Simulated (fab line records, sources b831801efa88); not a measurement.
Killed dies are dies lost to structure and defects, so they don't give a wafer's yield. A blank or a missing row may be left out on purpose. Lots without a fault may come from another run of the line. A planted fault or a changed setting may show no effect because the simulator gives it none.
One fault seen from 2 desks | flow sky130 | each desk has only its own numbers; what lay behind them comes last

THE TOOL OWNER'S DESK: implanter-02
The tool's own readings at SKY_NWELL_IMPLANT_11: means of the sampled wafers that have a number, for each lot that ran on this tool. A lot is out of limits, marked OUT, if its mean lies more than 4 standard deviations from the usual mean; the brackets give that distance.
Columns: A = beam_energy_keV at SKY_NWELL_IMPLANT_11, usual 399.99
lot  | first seen here | A
L942 | day 4 10:26     | 399.97
L943 | day 4 18:11     | 400.08
L946 | day 5 10:21     | 399.92
L954 | day 7 10:45     | 364.17 (-99 or more) OUT
L955 | day 7 16:35     | 364.09 (-99 or more) OUT
L965 | day 10 19:48    | 400.10
This desk's finding: out of limits on L954, L955; first on L954, day 7 10:45 (beam_energy_keV at SKY_NWELL_IMPLANT_11). In limits: L942, L943, L946, L965.

THE METROLOGY DESK
What the gauges read, lot by lot, whatever tool the lot ran on: means of the sampled wafers that have a number. A lot is out of limits, marked OUT, if its mean lies more than 4 standard deviations from the usual mean; the brackets give that distance.
Columns: A = NWELL_RS at SKY_NWELL_RS_MEAS_29, usual 625.2 ohm/sq
lot  | first seen here | A
L942 | day 5 04:41     | 626.6
L943 | day 5 13:05     | 625.9
L944 | day 5 21:01     | 626.7
L946 | day 6 05:16     | 625.7
L954 | day 8 06:58     | 637.0 (+8.5) OUT
L955 | day 8 12:48     | 640.2 (+11) OUT
L956 | day 8 18:40     | 626.3
L957 | day 8 23:25     | 625.8
L962 | day 10 12:17    | 624.6
L963 | day 10 19:59    | 626.0
L964 | day 11 09:06    | 626.7
L965 | day 11 20:17    | 623.7
This desk's finding: out of limits on L954, L955; first on L954, day 8 06:58 (NWELL_RS at SKY_NWELL_RS_MEAS_29). In limits: L942, L943, L944, L946, L956, L957, L962, L963, L964, L965.

PUT TOGETHER
The tool owner's desk could have raised an alarm at day 7 10:45, on L954, L955.
The metrology desk could have raised an alarm at day 8 06:58, on L954, L955.
Of the lots named, all ran SKY_NWELL_IMPLANT_11 on implanter-02.

WHAT THE SIMULATOR HAD PUT IN
Process parameter drift: implanter-02, from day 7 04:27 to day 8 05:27, at SKY_NWELL_IMPLANT_11. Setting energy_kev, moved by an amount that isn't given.
Lots struck among those shown: L954, L955.
Hours from the fault's start to each desk's first reading out of limits: the tool owner's desk, 6; the metrology desk, 27.
